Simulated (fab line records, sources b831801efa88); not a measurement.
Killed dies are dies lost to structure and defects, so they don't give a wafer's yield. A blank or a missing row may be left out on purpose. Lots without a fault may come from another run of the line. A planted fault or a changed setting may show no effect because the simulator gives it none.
fab line records | flow sky130
record lots=5 wafers=15 last_day=50
route steps=708 shown FIELD_ISO@6 PAD_OPEN@708
lots that met no fault: from a run of the same line without faults
start_h: hours from the record's first day to the start of the lot's first wafer shown | wait_h: hours since the lot's step before | " the same as in the row above | L1.1+2: a row that stands for several wafers | - no value, or no start given | * or withheld: withheld | < > ~ a bound
route shown NAME@n: a module of which the file shows steps, and the number in the route of the first | usual: mean/standard deviation of fault-free wafers | same: alike in all rows | chamber/n: place in a boat | sites: the reading at each site | _std_site: their standard deviation | _edge_site: outer sites' mean less inner sites' | radius_mm: how far each site lies from the wafer's centre | mask NAME#n: copy n | behind: the tool/chamber that last shaped the wafer | hold: why the lot was held/for how many hours/how that ended | device: the transistor (n, p or np) that didn't switch | end of line: the same wafers' tests at the end of the route | a step without rows: its recipe alone | killed: dies lost to structure and defects at the first sort, not the wafer's yield | map: a wafer's dies, x killed, . not, _ none there
set.NAME: the setting as run; set.NAME@STEP: as run at that earlier step | model.NAME: the simulator's own value behind a step, which no gauge read
lots at some steps of the route; a table a step, a row a wafer
services: from which hour (start_h, from the record's first day; less than 0 if before it) a tool's chamber was out of use, for how many hours, and why
## steps
# step SKY_FIELD_ISO_DEHYDRATE_05
# recipe temp_c=200 time_s=60
# step SKY_FIELD_ISO_HMDS_06
# recipe prime_time_s=60 prime_temp_c=120
# step SKY_FIELD_ISO_COAT_07
# recipe resist=BARC temp_c=withheld time_s=withheld spin_rpm=3000 resist_thk_nm=60
# step SKY_FIELD_ISO_COAT_08
# recipe resist=KrF-thick spin_rpm=3000 resist_thk_nm=450
# step SKY_FIELD_ISO_SOFTBAKE_09
# recipe temp_c=100 time_s=90 resist=KrF-thick
# step SKY_FIELD_ISO_EXPOSE_10
# recipe mask_id=FOM na=0.68 source_shape=annular sigma_inner=0.4 sigma_outer=0.8 target_cd_nm=150 dose_mj=28.24
# step SKY_FIELD_ISO_PEB_11
# recipe peb_temp_c=withheld peb_time_s=withheld resist=KrF-thick
# step SKY_FIELD_ISO_DEVELOP_12
# recipe develop_time_s=60 resist=KrF-thick dev_temp_c=21
# step SKY_FIELD_ISO_CD_MEAS_13
# recipe target_cd_nm=150
# usual cd_nm=150.1/1.5
# columns lot.wafer tool chamber start_h wait_h cd_nm
L622.1 cd_sem-02 - 32.68 - 149.7
L622.4 " - " " 151.3
L622.5 " - " " 150.0
L623.1 cd_sem-02 - 38.18 - 150.4
L623.2 " - " " 149.0
L623.4 " - " " 149.5
L635.1 cd_sem-01 - 102.32 - 150.1
L635.2 " - " " 148.2
L635.4 " - " " 149.9
L643.1 cd_sem-02 - 143.12 - 149.8
L643.5 " - " " 150.0
L643.6 " - " " 151.5
L644.2 cd_sem-02 - 149.59 - 153.8
L644.5 " - " " 153.6
L644.6 " - " " 152.4
# step SKY_FIELD_ISO_ETCH_14
# recipe chemistry=N2/H2 target=BARC ion_energy_ev=200 source_w=500 bias_w=100 pressure_mtorr=30 n2_flow_sccm=100 h2_flow_sccm=200 stop_on=SiO2 time_s=45.9 target_depth_a=600
# usual chamber_pressure_mTorr=29.998/0.026 drypump_motor_current_A=5.5/0.43 h2_flow_sccm=199.9/0.55 oes_product_au=0.855/0.0044 run_length_s=74.2/0.46 throttle_valve_pct=13.225/0.0087
# columns lot.wafer tool chamber start_h wait_h chamber_pressure_mTorr drypump_motor_current_A h2_flow_sccm oes_product_au rf_hours_counter_h run_length_s throttle_valve_pct
L622.1 rie_diel-02 3 32.80 0.1 29.992 4.6 200.1 0.850 114 74.9 13.228
L622.4 " 3 " " 29.983 4.6 200.9 0.855 - 74.4 13.222
L622.5 " 2 " " 29.950 5.4 199.0 0.848 - 74.8 13.215
L623.1 rie_diel-02 3 38.30 0.1 30.038 4.7 200.5 0.860 114 74.6 13.218
L623.2 " 2 " " 30.034 5.3 200.0 0.854 131 74.8 13.221
L623.4 " 1 " " 29.981 5.3 199.4 0.859 - 74.1 13.217
L635.1 rie_diel-01 0 102.44 0.1 30.001 5.6 200.2 0.855 98 74.2 13.223
L635.2 " 1 " " 30.014 6.0 200.1 0.851 133 74.2 13.233
L635.4 " 2 " " 30.001 5.7 199.9 0.854 51 73.9 13.218
L643.1 rie_diel-01 1 143.24 0.1 29.959 6.0 199.7 0.853 133 74.3 13.211
L643.5 " 0 " " 29.976 5.6 200.8 0.852 - 74.2 13.227
L643.6 " 1 " " 30.016 6.0 200.1 0.852 - 74.6 13.228
L644.2 rie_diel-02 0 149.69 0.1 30.028 5.3 199.8 0.855 95 75.0 13.218
L644.5 " 2 " " 30.026 5.3 200.0 0.854 - 74.6 13.229
L644.6 " 1 " " 29.959 5.3 200.7 0.858 - 73.6 13.239
# step SKY_FIELD_ISO_ETCH_15
# recipe chemistry=CHF3/O2 target_depth_nm=180 stop_on=Si source_w=600 bias_w=200 pressure_mtorr=40 chf3_flow_sccm=50 O2_flow_sccm=5 time_s=72
# usual chamber_pressure_mTorr=40.00/0.035 drypump_motor_current_A=5.5/0.43 oes_product_au=0.949/0.0062 run_length_s=100.3/0.46 throttle_valve_pct=8.844/0.0087
# columns lot.wafer tool chamber start_h wait_h chamber_pressure_mTorr drypump_motor_current_A oes_product_au rf_hours_counter_h run_length_s throttle_valve_pct
L622.1 rie_diel-02 3 32.84 0.0 40.01 4.7 0.948 114 100.7 8.846
L622.4 " 3 " " 40.03 4.7 0.949 - 101.2 8.849
L622.5 " 2 " " 40.04 5.3 0.941 - 101.0 8.841
L623.1 rie_diel-02 3 38.34 0.0 40.02 4.6 0.957 114 100.8 8.845
L623.2 " 2 " " 40.01 5.3 0.957 131 100.6 8.839
L623.4 " 1 " " 40.02 5.3 0.947 - 99.8 8.849
L635.1 rie_diel-01 0 102.48 0.0 40.04 5.6 0.949 98 100.1 8.836
L635.2 " 1 " " 40.01 6.0 0.948 133 100.6 8.840
L635.4 " 2 " " 39.96 5.7 0.950 51 100.2 8.842
L643.1 rie_diel-01 1 143.28 0.0 39.97 6.0 0.946 133 100.7 8.860
L643.5 " 0 " " 40.01 5.6 0.947 - 100.2 8.845
L643.6 " 1 " " 40.06 6.0 0.939 - 100.3 8.860
L644.2 rie_diel-02 0 149.73 0.0 40.00 5.3 0.941 95 100.7 8.836
L644.5 " 2 " " 40.01 5.3 0.943 - 100.6 8.830
L644.6 " 1 " " 40.03 5.3 0.938 - 100.0 8.853
# step SKY_FIELD_ISO_STRIP_16
# recipe chemistry=O2/N2 power_w=1400 pressure_mtorr=1500 platen_temp_c=withheld o2_flow_sccm=3000 n2_flow_sccm=300 overash_fraction=0.5
# usual chamber_pressure_mTorr=1500.1/1.4 drypump_motor_current_A=5.7/0.4 oes_product_au=0.378/0.0048 strip_time_to_endpoint_s=3.55/0.036
# columns lot.wafer tool chamber start_h wait_h chamber_pressure_mTorr drypump_motor_current_A oes_product_au rf_hours_counter_h strip_time_to_endpoint_s
L622.1 plasma_asher-03 0 32.90 0.0 1498.6 6.3 0.384 36 3.53
L622.4 " 1 " " 1501.6 5.4 0.374 - 3.56
L622.5 " 0 " " 1500.2 6.3 0.379 - 3.50
L623.1 plasma_asher-03 1 38.40 0.0 1500.8 5.5 0.378 36 3.60
L623.2 " 0 " " 1502.1 6.3 0.375 36 3.52
L623.4 " 0 " " 1500.1 6.3 0.377 - 3.51
L635.1 plasma_asher-04 0 102.54 0.0 1501.5 5.4 0.386 43 3.59
L635.2 " 1 " " 1499.3 5.7 0.376 43 3.49
L635.4 " 1 " " 1497.3 5.7 0.373 - 3.46
L643.1 plasma_asher-03 1 143.34 0.0 1499.8 5.4 0.384 46 3.55
L643.5 " 1 " " 1498.7 5.4 0.379 - 3.58
L643.6 " 0 " " 1499.7 6.3 0.375 - 3.53
L644.2 plasma_asher-03 1 149.79 0.0 1500.4 5.4 0.379 47 3.54
L644.5 " 1 " " 1498.7 5.4 0.382 - 3.54
L644.6 " 0 " " 1500.1 6.3 0.378 - 3.52
# step SKY_FIELD_ISO_ETCH_17
# recipe target_depth_a=3420 mask_material=Si3N4 chemistry=HBr/Cl2/O2 target=Si taper_deg=5 icp_w=607.2 bias_w=150 pressure_mtorr=15 HBr_flow_sccm=150 Cl2_flow_sccm=40 O2_flow_sccm=6 time_s=97.7
# usual chamber_pressure_mTorr=15.000/0.012 drypump_motor_current_A=5.8/0.45 oes_product_au=1.001/0.0096 run_length_s=126.1/0.4 throttle_valve_pct=25.656/0.011
# columns lot.wafer tool chamber start_h wait_h chamber_pressure_mTorr drypump_motor_current_A oes_product_au rf_hours_counter_h run_length_s throttle_valve_pct model.etch.depth_nm model.FIELD_ISO.feature_depth_nm
L622.1 rie_si-02 2 33.00 0.1 14.998 6.6 0.998 3 126.0 25.642 340.4 340.4
L622.4 " 0 " " 14.967 5.4 1.002 135 126.9 25.656 343.4 343.4
L622.5 " 3 " " 14.993 5.7 0.994 - 126.0 25.660 337.8 337.8
L623.1 rie_si-01 1 38.50 0.1 14.989 5.7 1.000 103 126.8 25.646 341.9 341.9
L623.2 " 0 " " 14.998 5.4 1.003 77 125.9 25.674 340.5 340.5
L623.4 " 2 " " 14.986 5.5 1.013 49 126.1 25.647 345.8 345.8
L635.1 rie_si-02 3 102.64 0.1 14.989 5.7 0.985 1 133.5 25.674 364.7 364.7
L635.2 " 1 " " 15.012 6.6 1.014 67 126.1 25.644 347.9 347.9
L635.4 " 0 " " 15.008 5.4 0.999 135 126.7 25.664 338.4 338.4
L643.1 rie_si-01 1 143.44 0.1 14.991 5.7 1.004 104 126.4 25.642 348.5 348.5
L643.5 " 0 " " 14.990 5.4 0.981 - 126.0 25.667 335.1 335.1
L643.6 " 1 " " 14.995 5.6 1.010 - 126.0 25.669 345.9 345.9
L644.2 rie_si-01 2 149.89 0.1 15.013 5.5 0.991 49 126.7 25.647 342.4 342.4
L644.5 " 0 " " 14.997 5.4 1.001 - 125.9 25.662 339.8 339.8
L644.6 " 2 " " 14.999 5.6 1.005 - 126.0 25.656 344.3 344.3
# step SKY_FIELD_ISO_WET_ETCH_18
# recipe chemistry=H3PO4 target_depth_nm=25 temp_c=160 target=Si3N4 time_s=286
# step SKY_PAD_OPEN_PROBE_99
# usual killed_at_M0_to_M3=44/7 killed_at_M4_up=3.0/1.8 killed_at_contacts=24/4.9 killed_at_front_end=15/5 killed_at_other=0.2/0.53 killed_dies=87/8.7 killed_open=48/6.8 killed_short=39/5.7
# same gross_dies=492 killed_at_back_side=0
# columns lot.wafer tool chamber start_h wait_h killed_at_M0_to_M3 killed_at_M4_up killed_at_contacts killed_at_front_end killed_at_other killed_dies killed_open killed_short model.etest.res_p_drift_20v.line_ohm_um model.etest.res_p_drift_20v.rs_ohm_sq model.etest.pfet_16v.r_on_ohm_um model.etest.res_iso_pwell.rs_ohm_sq model.etest.res_iso_pwell.line_ohm_um model.etest.res_nwell.rs_ohm_sq model.etest.res_nwell.line_ohm_um model.etest.pfet_16v.drive_ua_um
L622.1 prober-02 - 1075.55 0.1 43 4 24 19 0 90 52 38 1.122e+04 9327 1.5e+04 2956 1099 966.7 1171 247.6
L622.4 prober-02 - 1075.70 0.2 42 1 30 16 1 90 43 47 1.148e+04 9514 1.503e+04 3021 1140 970.1 1175 246.1
L622.5 prober-02 - 1075.75 0.2 49 7 25 25 0 106 55 51 1.108e+04 9228 1.487e+04 2911 1101 954.8 1145 245.9
L623.1 prober-01 - 1087.70 0.1 44 5 31 15 0 95 55 40 1.112e+04 9160 1.536e+04 3173 1205 968 1121 246.3
L623.2 prober-01 - 1087.75 0.1 46 5 24 8 0 83 54 29 1.11e+04 9200 1.534e+04 3191 1227 963.6 1126 242.7
L623.4 prober-01 - 1087.85 0.2 40 0 27 11 0 78 45 33 1.138e+04 9526 1.564e+04 3316 1244 982.7 1160 238.5
L635.1 prober-01 - 1154.89 0.1 36 2 15 11 2 66 35 31 1.458e+04 1.219e+04 1.649e+04 3849 1478 987.7 1128 228.7
L635.2 prober-01 - 1154.94 0.1 34 0 27 15 0 76 51 25 1.253e+04 1.067e+04 1.575e+04 3315 1272 942.7 1114 235.6
L635.4 prober-01 - 1155.04 0.2 49 4 26 8 0 87 45 42 1.202e+04 1.01e+04 1.526e+04 3042 1167 904 1064 242.5
L643.1 prober-01 - 1194.78 0.1 53 3 31 18 0 105 63 42 1.17e+04 9805 1.522e+04 3046 1146 955.3 1126 246.9
L643.5 prober-01 - 1194.98 0.2 55 5 25 10 1 96 57 39 1.092e+04 9111 1.471e+04 2795 1052 911.5 1100 251.9
L643.6 prober-01 - 1195.03 0.2 47 4 24 17 0 92 51 41 1.139e+04 9622 1.505e+04 2986 1146 954 1113 246.5
L644.2 prober-02 - 1199.54 0.1 49 2 18 9 0 78 47 31 1.133e+04 9313 1.511e+04 2874 1096 968.1 1173 242
L644.5 prober-02 - 1199.69 0.2 35 1 33 13 0 82 50 32 1.103e+04 9201 1.509e+04 2843 1084 972.7 1155 243.7
L644.6 prober-02 - 1199.74 0.2 41 1 25 18 0 85 52 33 1.13e+04 9429 1.531e+04 2930 1104 986.9 1178 239.1
# killed by level:class
L622.1 VIA1:geometric_particle:open=10 CONTACT:geometric_particle:open=8 LI_CONTACT:geometric_particle:open=7 VIA3:geometric_particle:open=7 FIELD_ISO:geometric_particle:short=6 VIA2:geometric_particle:open=6 METAL2:geometric_particle:short=5 POLY_GATE:geometric_particle:open=4
L622.4 VIA1:geometric_particle:open=15 CONTACT:geometric_particle:open=9 CONTACT:geometric_particle:short=7 VIA1:geometric_particle:short=7 LI_CONTACT:geometric_particle:short=6 METAL1:geometric_particle:short=5 POLY_GATE:geometric_particle:short=5 FIELD_ISO:geometric_particle:short=4
L622.5 CONTACT:geometric_particle:open=13 METAL1:geometric_particle:short=10 VIA1:geometric_particle:open=10 METAL2:geometric_particle:short=7 LI_CONTACT:geometric_particle:open=6 VIA1:geometric_particle:short=6 VIA2:geometric_particle:open=6 FIELD_ISO:geometric_particle:short=5
L623.1 VIA1:geometric_particle:open=18 LI_CONTACT:geometric_particle:open=12 CONTACT:geometric_particle:open=6 LOCAL_INTERCONNECT:geometric_particle:short=5 VIA1:geometric_particle:short=5 POLY_GATE:geometric_particle:short=4 LI_CONTACT:geometric_particle:short=4 METAL1:geometric_particle:short=4
L623.2 CONTACT:geometric_particle:open=11 VIA1:geometric_particle:open=10 VIA2:geometric_particle:open=9 VIA3:geometric_particle:open=8 LI_CONTACT:geometric_particle:open=5 FIELD_ISO:geometric_particle:open=4 VIA3:geometric_particle:short=4 POLY_GATE:geometric_particle:open=3
L623.4 LI_CONTACT:geometric_particle:open=10 VIA1:geometric_particle:open=8 CONTACT:geometric_particle:open=7 LOCAL_INTERCONNECT:geometric_particle:short=5 METAL1:geometric_particle:short=5 METAL2:geometric_particle:short=5 VIA2:geometric_particle:open=5 POLY_GATE:geometric_particle:open=4
L635.1 VIA1:geometric_particle:open=9 VIA3:geometric_particle:open=8 LI_CONTACT:geometric_particle:open=5 METAL2:geometric_particle:short=4 CONTACT:geometric_particle:open=4 FIELD_ISO:geometric_particle:short=3 CONTACT:geometric_particle:short=3 METAL1:geometric_particle:short=3
L635.2 CONTACT:geometric_particle:open=12 LI_CONTACT:geometric_particle:open=9 METAL2:geometric_particle:short=6 VIA1:geometric_particle:open=6 VIA2:geometric_particle:open=5 FIELD_ISO:geometric_particle:open=4 POLY_GATE:geometric_particle:open=4 VIA3:geometric_particle:open=4
L635.4 VIA1:geometric_particle:open=11 LI_CONTACT:geometric_particle:open=9 VIA1:geometric_particle:short=8 VIA3:geometric_particle:open=7 METAL2:geometric_particle:short=7 CONTACT:geometric_particle:open=6 METAL1:geometric_particle:short=6 LI_CONTACT:geometric_particle:short=4
L643.1 CONTACT:geometric_particle:open=13 VIA1:geometric_particle:open=10 VIA3:geometric_particle:open=10 LI_CONTACT:geometric_particle:open=8 VIA2:geometric_particle:open=8 POLY_GATE:geometric_particle:short=6 VIA1:geometric_particle:short=6 LOCAL_INTERCONNECT:geometric_particle:short=5
L643.5 VIA2:geometric_particle:open=11 VIA1:geometric_particle:open=10 CONTACT:geometric_particle:open=9 METAL1:geometric_particle:short=8 LI_CONTACT:geometric_particle:open=6 VIA1:geometric_particle:short=6 CONTACT:geometric_particle:short=5 VIA3:geometric_particle:open=4
L643.6 VIA1:geometric_particle:open=10 VIA3:geometric_particle:open=8 LI_CONTACT:geometric_particle:open=7 VIA1:geometric_particle:short=7 CONTACT:geometric_particle:short=6 CONTACT:geometric_particle:open=6 VIA2:geometric_particle:open=6 POLY_GATE:geometric_particle:open=4
L644.2 VIA1:geometric_particle:open=10 VIA3:geometric_particle:open=8 VIA2:geometric_particle:open=7 METAL2:geometric_particle:short=6 LI_CONTACT:geometric_particle:open=5 CONTACT:geometric_particle:open=5 VIA3:geometric_particle:short=5 VIA2:geometric_particle:short=4
L644.5 CONTACT:geometric_particle:open=11 LI_CONTACT:geometric_particle:open=9 LOCAL_INTERCONNECT:geometric_particle:short=8 VIA1:geometric_particle:open=8 VIA2:geometric_particle:open=6 FIELD_ISO:geometric_particle:open=4 VIA1:geometric_particle:short=4 METAL1:geometric_particle:short=4
L644.6 VIA1:geometric_particle:open=12 CONTACT:geometric_particle:open=11 VIA2:geometric_particle:open=8 CONTACT:geometric_particle:short=6 POLY_GATE:geometric_particle:short=5 LI_CONTACT:geometric_particle:open=5 METAL1:geometric_particle:short=5 VIA3:geometric_particle:short=5
## services
# columns tool chamber start_h hours kind
rie_diel-01 3 11.23 6.8 repair
plasma_asher-04 - 19.63 2.8 pm
rie_diel-02 0 31.84 28.9 repair
rie_diel-01 3 39.08 15.6 repair
rie_diel-02 0 109.93 4.8 repair
rie_diel-01 1 118.74 16.0 repair
rie_diel-02 - 125.91 0.1 repair
rie_si-01 - 136.36 0.2 repair
rie_si-01 3 139.75 - clean
rie_si-01 3 139.75 29.8 scheduled_down
rie_si-01 3 139.75 29.8 vent_cycle
rie_si-02 0 147.17 - clean
rie_si-02 0 147.17 26.2 scheduled_down
rie_si-02 0 147.17 26.2 vent_cycle
rie_si-02 - 148.29 0.5 repair
## key
first_sign step=SKY_FIELD_ISO_ETCH_17 reading=run_length_s direction=up sigmas=19 usual=* struck=*
effect none on later readings
model_effect step=SKY_FIELD_ISO_ETCH_17 value=etch.depth_nm without=337.2 struck=364.7
model_effect step=SKY_PAD_OPEN_PROBE_99 value=etest.res_p_drift_20v.line_ohm_um without=1.183e+04 struck=1.458e+04
met_at SKY_FIELD_ISO_ETCH_17
struck_wafers L635.1
tester_left_out L635
onset_between 33.00 102.64
fault kind=process_parameter_drift tool=rie_si-02 chamber=3 onset_h=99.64 steps=SKY_FIELD_ISO_ETCH_17 channel=time_s offset=* shape=step end_h=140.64 acts_in=* stated=*
# tester_left_out: of these lots the tester's yield and bins aren't shown, on N5 and GAA mostly nor the transistor test; their killed dies are dies lost to structure and defects alone, not to doping, threshold or leakage, so they don't give the yield
